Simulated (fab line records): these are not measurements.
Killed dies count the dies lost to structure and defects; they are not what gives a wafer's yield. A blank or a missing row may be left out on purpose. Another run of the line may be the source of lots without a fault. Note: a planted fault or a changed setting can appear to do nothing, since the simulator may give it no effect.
fab line records	flow sfqLine
[record] lots = 15	wafers = 45	lastDay = 87
route steps=325 shown M6@262 I6@273
lots with no fault: from the same line, run without faults
startH: start of the lot's first displayed wafer, in hours after the record's first day	waitH: hours since the lot's step before	" unchanged from the row above	L1.1+2: one row covering several wafers at once	- either no value or no given start	* or withheld: withheld	< > ~ a bound
route shown NAME@n: NAME is a module with steps in the file, n the number in the route of the first one	usual: average and standard deviation across the fault-free wafers	same: alike in all rows	chamber/n: place in a boat	sites: the reading at each site	_std_site: their standard deviation	_edge_site: mean of outer sites minus mean of inner sites	radiusMm: how far each site lies from the wafer's centre	mask NAME#n: copy n	behind: tool/chamber where the wafer was last shaped	hold: why the lot was held/for how many hours/how that ended	device: which transistor (n, p or np) failed to switch	end of line: the tests these same wafers got at the end of their route	for a step that has no rows: nothing shown but its recipe	killed: the dies lost at the first sort to structure and to defects; this is not the yield of the wafer	map: shows each die of a wafer: x if killed, . if not, _ if none is there
set.NAME: setting as actually run; set.NAME@STEP: the setting as run at that earlier step	model.NAME: the simulator's own value behind a step, which no gauge read
a sample of lots followed through the steps of the route, with each step as a table and each wafer as a row
services: the hour from which a tool's chamber was out of use, counted from the record's first day as startH (under 0 if before that day), plus the number of hours and why
[[steps]]
[step SFQ_TRILAYER_M6_BARC_OPEN_METAL_ETCH_206]
[recipe] maskMaterial = PR	chemistry = O2	targetDepthNm = 125	target = BARC	icpW = 600	biasW = 80	pressureMtorr = 10	timeS = 41.7
[usual] biasW = 79.94/0.23	chamberPressureMTorr = 9.998/0.012	drypumpMotorCurrentA = 5.6/0.49	oesProductAu = 0.685/0.0042
lot.wafer	tool	chamber	startH	waitH	biasW	chamberPressureMTorr	drypumpMotorCurrentA	oesProductAu	rfHoursCounterH
L484.2	rieMetal-03	1	1555.62	0.0	79.99	10.009	6.4	0.689	50
L484.4	"	1	"	"	80.36	10.005	6.4	0.690	-
L484.6	"	0	"	"	79.71	9.992	5.1	0.687	-
L485.1	rieMetal-03	0	1558.02	0.0	80.20	9.997	5.1	0.684	75
L485.3	"	0	"	"	80.15	9.996	5.1	0.688	-
L485.6	"	0	"	"	79.67	10.010	5.1	0.680	-
L488.2	rieMetal-01	0	1636.31	0.0	79.90	10.003	5.4	0.682	126
L488.5	"	0	"	"	79.86	9.998	5.3	0.687	-
L488.6	"	1	"	"	80.62	10.017	5.4	0.684	-
L489.3	rieMetal-02	1	1637.53	0.0	-	-	-	-	-
L489.4	"	0	"	"	-	-	-	-	-
L489.6	"	1	"	"	-	-	-	-	-
L490.1	rieMetal-02	1	1642.47	0.0	-	-	-	-	-
L490.2	"	0	"	"	-	-	-	-	-
L490.3	"	0	"	"	-	-	-	-	-
L491.2	rieMetal-03	1	1733.11	0.0	-	-	-	-	-
L491.4	"	0	"	"	-	-	-	-	-
L491.6	"	0	"	"	-	-	-	-	-
L498.1	rieMetal-01	1	1816.84	0.0	79.87	10.008	5.4	0.684	97
L498.3	"	1	"	"	80.04	10.011	5.4	0.685	-
L498.5	"	1	"	"	79.87	10.000	5.4	0.683	-
L499.1	rieMetal-03	1	1820.44	0.0	79.98	10.004	6.4	0.686	85
L499.3	"	0	"	"	79.90	9.984	5.1	0.691	-
L499.5	"	0	"	"	79.93	9.991	5.1	0.689	-
L500.1	rieMetal-03	0	1822.84	0.0	80.02	9.989	5.1	0.679	116
L500.2	"	1	"	"	79.78	10.006	6.4	0.679	85
L500.3	"	0	"	"	79.68	9.996	5.1	0.686	-
L501.1	rieMetal-03	0	1828.84	0.0	80.34	9.990	5.1	0.686	118
L501.3	"	0	"	"	80.11	9.996	5.1	0.686	-
L501.6	"	0	"	"	79.82	9.987	5.1	0.680	-
L503.3	rieMetal-01	1	1839.66	0.0	79.76	10.000	5.4	0.682	-
L503.4	"	0	"	"	80.14	9.978	5.3	0.685	-
L503.6	"	0	"	"	80.21	10.006	5.3	0.680	-
L504.1	rieMetal-01	1	1842.04	0.0	79.76	9.998	5.4	0.693	101
L504.4	"	1	"	"	79.58	10.011	5.4	0.678	-
L504.5	"	1	"	"	80.04	10.009	5.4	0.689	-
L505.1	rieMetal-01	0	1844.44	0.0	79.98	9.999	5.3	0.678	22
L505.3	"	0	"	"	80.20	10.008	5.3	0.686	-
L505.6	"	0	"	"	79.97	9.983	5.3	0.690	-
L506.3	rieMetal-03	0	1847.61	0.0	79.90	10.012	5.1	0.682	-
L506.4	"	1	"	"	79.68	10.008	6.4	0.685	-
L506.5	"	1	"	"	79.79	9.995	6.4	0.684	-
L507.1	rieMetal-03	0	1849.99	0.0	80.31	10.006	5.1	0.678	122
L507.2	"	1	"	"	80.23	10.004	6.4	0.689	90
L507.3	"	0	"	"	80.13	9.995	5.1	0.682	-
[step SFQ_TRILAYER_M6_ETCH_METAL_ETCH_162]
[recipe] target = Nb	stopOn = SiO2	maskMaterial = PR	chemistry = Cl2/Ar	targetDepthNm = 240	icpW = 600	biasW = 80	pressureMtorr = 10	timeS = 120
[usual] biasW = 80.02/0.24	chamberPressureMTorr = 10.001/0.0089	drypumpMotorCurrentA = 5.6/0.49	oesProductAu = 0.894/0.0064
lot.wafer	tool	chamber	startH	waitH	biasW	chamberPressureMTorr	drypumpMotorCurrentA	oesProductAu	rfHoursCounterH
L484.2	rieMetal-03	1	1555.68	0.0	79.92	10.000	6.4	0.892	50
L484.4	"	1	"	"	79.85	9.974	6.4	0.896	-
L484.6	"	0	"	"	79.97	9.988	5.1	0.903	-
L485.1	rieMetal-03	0	1558.08	0.0	79.97	10.002	5.1	0.897	75
L485.3	"	0	"	"	80.12	10.007	5.1	0.898	-
L485.6	"	0	"	"	79.92	10.004	5.1	0.908	-
L488.2	rieMetal-01	0	1636.37	0.0	79.82	9.992	5.4	0.895	126
L488.5	"	0	"	"	79.68	9.997	5.4	0.891	-
L488.6	"	1	"	"	79.82	10.012	5.4	0.896	-
L489.3	rieMetal-02	1	1637.61	0.1	79.97	10.023	5.7	0.369	-
L489.4	"	0	"	"	80.38	10.008	5.5	0.375	-
L489.6	"	1	"	"	80.01	10.004	5.7	0.380	-
L490.1	rieMetal-02	1	1642.53	0.0	80.11	10.000	5.7	0.376	93
L490.2	"	0	"	"	79.94	9.987	5.5	0.370	63
L490.3	"	0	"	"	80.07	10.011	5.5	0.382	-
L491.2	rieMetal-03	1	1733.17	0.0	80.46	10.000	6.4	0.378	68
L491.4	"	0	"	"	80.19	10.000	5.1	0.371	-
L491.6	"	0	"	"	80.11	9.991	5.1	0.377	-
L498.1	rieMetal-01	1	1816.90	0.0	80.46	10.002	5.4	0.896	97
L498.3	"	1	"	"	79.91	10.013	5.4	0.893	-
L498.5	"	1	"	"	80.54	10.006	5.4	0.898	-
L499.1	rieMetal-03	1	1820.50	0.0	79.77	9.995	6.4	0.892	85
L499.3	"	0	"	"	80.18	10.002	5.1	0.886	-
L499.5	"	0	"	"	80.06	10.002	5.1	0.901	-
L500.1	rieMetal-03	0	1822.90	0.0	79.95	9.990	5.1	0.895	117
L500.2	"	1	"	"	80.11	9.995	6.4	0.891	85
L500.3	"	0	"	"	79.56	9.998	5.1	0.891	-
L501.1	rieMetal-03	0	1828.90	0.0	80.19	9.999	5.1	0.893	118
L501.3	"	0	"	"	80.53	10.007	5.1	0.894	-
L501.6	"	0	"	"	80.20	9.986	5.1	0.891	-
L503.3	rieMetal-01	1	1839.74	0.1	80.15	9.997	5.4	0.890	-
L503.4	"	0	"	"	80.17	10.006	5.3	0.886	-
L503.6	"	0	"	"	80.34	10.027	5.3	0.885	-
L504.1	rieMetal-01	1	1842.10	0.0	79.98	10.018	5.4	0.892	101
L504.4	"	1	"	"	80.00	10.003	5.4	0.893	-
L504.5	"	1	"	"	79.77	10.003	5.4	0.885	-
L505.1	rieMetal-01	0	1844.50	0.0	80.04	9.987	5.4	0.895	22
L505.3	"	0	"	"	79.68	9.998	5.4	0.893	-
L505.6	"	0	"	"	80.07	10.007	5.3	0.898	-
L506.3	rieMetal-03	0	1847.69	0.1	80.32	9.998	5.1	0.892	-
L506.4	"	1	"	"	79.87	10.001	6.4	0.883	-
L506.5	"	1	"	"	80.41	9.997	6.4	0.882	-
L507.1	rieMetal-03	0	1850.05	0.0	80.30	9.993	5.1	0.894	122
L507.2	"	1	"	"	80.21	10.006	6.4	0.896	90
L507.3	"	0	"	"	79.76	9.987	5.1	0.897	-
[step SFQ_TRILAYER_I6_VIA_LITHO_EXPOSE_170]
[recipe] maskId = I6	na = 0.6	sourceShape = conventional	sigmaOuter = 0.65	targetCdNm = 700	doseMj = 21.3
[usual] exposureDoseMJCm2 = 21.303/0.023	focusOffsetNm = 0.0/0.52	na = 0.6/0
lot.wafer	tool	chamber	startH	waitH	mask	exposureDoseMJCm2	focusOffsetNm	na
L484.2	krfScanner-02	0	1580.77	-	I6#0	21.352	-0.6	0.6
L484.4	"	0	"	"	I6#0	21.344	-0.2	0.6
L484.6	"	0	"	"	I6#0	21.332	0.0	0.6
L485.1	krfScanner-02	0	1586.57	-	I6#0	21.276	0.1	0.6
L485.3	"	0	"	"	I6#0	21.296	0.2	0.6
L485.6	"	0	"	"	I6#0	21.282	0.4	0.6
L488.2	krfScanner-02	0	1644.46	-	I6#0	21.291	0.4	0.6
L488.5	"	0	"	"	I6#0	21.316	-0.2	0.6
L488.6	"	0	"	"	I6#0	21.295	-0.1	0.6
L489.3	krfScanner-02	-	1646.13	-	I6#0	-	-	-
L489.4	"	-	"	"	I6#0	-	-	-
L489.6	"	-	"	"	I6#0	-	-	-
L490.1	krfScanner-02	-	1652.65	-	I6#0	-	-	-
L490.2	"	-	"	"	I6#0	-	-	-
L490.3	"	-	"	"	I6#0	-	-	-
L491.2	krfScanner-02	-	1739.41	-	I6#0	-	-	-
L491.4	"	-	"	"	I6#0	-	-	-
L491.6	"	-	"	"	I6#0	-	-	-
L498.1	krfScanner-01	0	1828.50	-	I6#0	21.317	0.4	0.6
L498.3	"	0	"	"	I6#0	21.285	-0.6	0.6
L498.5	"	0	"	"	I6#0	21.291	0.2	0.6
L499.1	krfScanner-01	0	1829.70	-	I6#0	21.281	-0.6	0.6
L499.3	"	0	"	"	I6#0	21.328	-0.2	0.6
L499.5	"	0	"	"	I6#0	21.312	-0.1	0.6
L500.1	krfScanner-01	0	1834.50	-	I6#0	21.296	0.8	0.6
L500.2	"	0	"	"	I6#0	21.320	0.5	0.6
L500.3	"	0	"	"	I6#0	21.266	0.5	0.6
L501.1	krfScanner-01	0	1839.30	-	I6#0	21.319	-0.7	0.6
L501.3	"	0	"	"	I6#0	21.281	-0.7	0.6
L501.6	"	0	"	"	I6#0	21.323	-0.8	0.6
L503.3	krfScanner-01	0	1851.25	-	I6#0	21.317	-0.6	0.6
L503.4	"	0	"	"	I6#0	21.288	-0.5	0.6
L503.6	"	0	"	"	I6#0	21.311	-0.3	0.6
L504.1	krfScanner-01	0	1855.65	-	I6#0	21.293	0.1	0.6
L504.4	"	0	"	"	I6#0	21.308	0.4	0.6
L504.5	"	0	"	"	I6#0	21.317	0.4	0.6
L505.1	krfScanner-01	0	1956.43	-	I6#0	21.289	0.0	0.6
L505.3	"	0	"	"	I6#0	21.255	0.5	0.6
L505.6	"	0	"	"	I6#0	21.303	0.8	0.6
L506.3	krfScanner-01	0	1959.23	-	I6#0	21.322	-0.8	0.6
L506.4	"	0	"	"	I6#0	21.299	-0.5	0.6
L506.5	"	0	"	"	I6#0	21.325	0.4	0.6
L507.1	krfScanner-01	0	1963.63	-	I6#0	21.300	-0.3	0.6
L507.2	"	0	"	"	I6#0	21.317	0.4	0.6
L507.3	"	0	"	"	I6#0	21.302	0.8	0.6
[[services]]
tool	chamber	startH	hours	kind
krfScanner-02	-	1532.55	1.3	pm
rieMetal-03	-	1539.30	2.6	repair
krfScanner-01	-	1547.58	1.3	pm
krfScanner-01	-	1549.16	0.3	repair
krfScanner-02	-	1550.36	0.3	repair
krfScanner-02	-	1559.62	1.0	pm
rieMetal-03	1	1584.04	20.1	repair
rieMetal-01	-	1609.51	0.2	repair
rieMetal-01	-	1611.03	1.4	pm
rieMetal-03	1	1666.57	6.3	repair
krfScanner-01	-	1676.49	0.8	pm
krfScanner-01	-	1677.58	7.2	pm
krfScanner-01	-	1694.14	1.0	pm
krfScanner-01	-	1724.45	1.3	pm
krfScanner-01	-	1725.75	4.4	pm
krfScanner-01	-	1770.73	0.3	repair
rieMetal-03	-	1817.67	0.1	repair
krfScanner-01	-	1862.85	1.0	pm
rieMetal-03	1	1889.14	4.3	repair
rieMetal-01	-	1899.60	14.6	pm
krfScanner-01	-	1899.78	1.3	pm
rieMetal-01	1	1928.58	8.2	repair
rieMetal-03	-	1943.98	14.6	pm
rieMetal-01	-	1948.68	71.0	repair
[[key]]
[firstSign] step = SFQ_TRILAYER_M6_BARC_OPEN_METAL_ETCH_206	reading = toolRecord	direction = missing
[effect] step = SFQ_TRILAYER_M6_ETCH_METAL_ETCH_162	reading = oesProductAu	direction = down	sigmas = 81	usual = 0.894	struck = 0.375
[effect] step = SFQ_TRILAYER_I6_VIA_LITHO_EXPOSE_170	reading = toolRecord	direction = missing
metAt SFQ_TRILAYER_M6_BARC_OPEN_METAL_ETCH_206
struckLots L489,L490,L491
onsetBetween 1558.02 1637.53
[fault] kind = skippedStepWhole	tool = rieMetal-02,rieMetal-03	chamber = -	onsetH = 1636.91	steps = SFQ_TRILAYER_M6_BARC_OPEN_METAL_ETCH_206	scope = struckLotsOnly
